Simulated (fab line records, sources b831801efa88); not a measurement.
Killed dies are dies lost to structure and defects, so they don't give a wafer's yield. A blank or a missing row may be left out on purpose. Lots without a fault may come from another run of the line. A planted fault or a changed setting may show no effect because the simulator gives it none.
Chamber matching | flow sky130 | SKY_VIA1_ETCH_15 on rie_diel-03: 4 sister chambers
The step etches SiO2 in C4F8/O2/Ar, stops on TiN, target depth 351 nm, time 54 s. 4 wafers are shown with their chamber, then 8 later ones without.

WAFERS WITH THEIR CHAMBER
wafer  | chamber | bias_w (W)
L643.2 | 2       | 1202
L645.2 | 3       | 1201
L645.3 | 0       | 1198
L651.1 | 1       | 1203

WAFERS WITHOUT THEIR CHAMBER
wafer  | bias_w (W)
L651.4 | 1200
L651.6 | 1202
L656.1 | 1196
L656.2 | 1198
L656.4 | 1200
L658.2 | 1201
L658.3 | 1199
L658.6 | 1200

WHICH CHAMBER EACH WENT THROUGH
wafer  | from the rows above          | in truth
L651.4 | can't be placed: 3 or 0 or 2 | 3
L651.6 | can't be placed: 2 or 1 or 3 | 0
L656.1 | 0                            | 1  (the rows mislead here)
L656.2 | 0                            | 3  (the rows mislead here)
L656.4 | can't be placed: 3 or 0 or 2 | 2
L658.2 | can't be placed: 3 or 2      | 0
L658.3 | can't be placed: 0 or 3      | 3
L658.6 | can't be placed: 3 or 0 or 2 | 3
Placed correctly: 0 of 8. Can't be placed from these rows: 6 (the true chamber is among the candidates in 4). Placed wrongly: 2.
How it was worked out, from the rows above alone: a wafer's distance from a chamber is the root of the sum, over the readings, of the square of ((its reading less the chamber's mean) divided by the reading's scatter). The wafer belongs to the nearest chamber; if the next one is less than 2 further off, it can't be placed. A chamber's mean is the mean of its shown wafers. The scatter: with one shown wafer a chamber, the root of the mean of the squares of how far each hidden wafer lies from its nearest shown one.
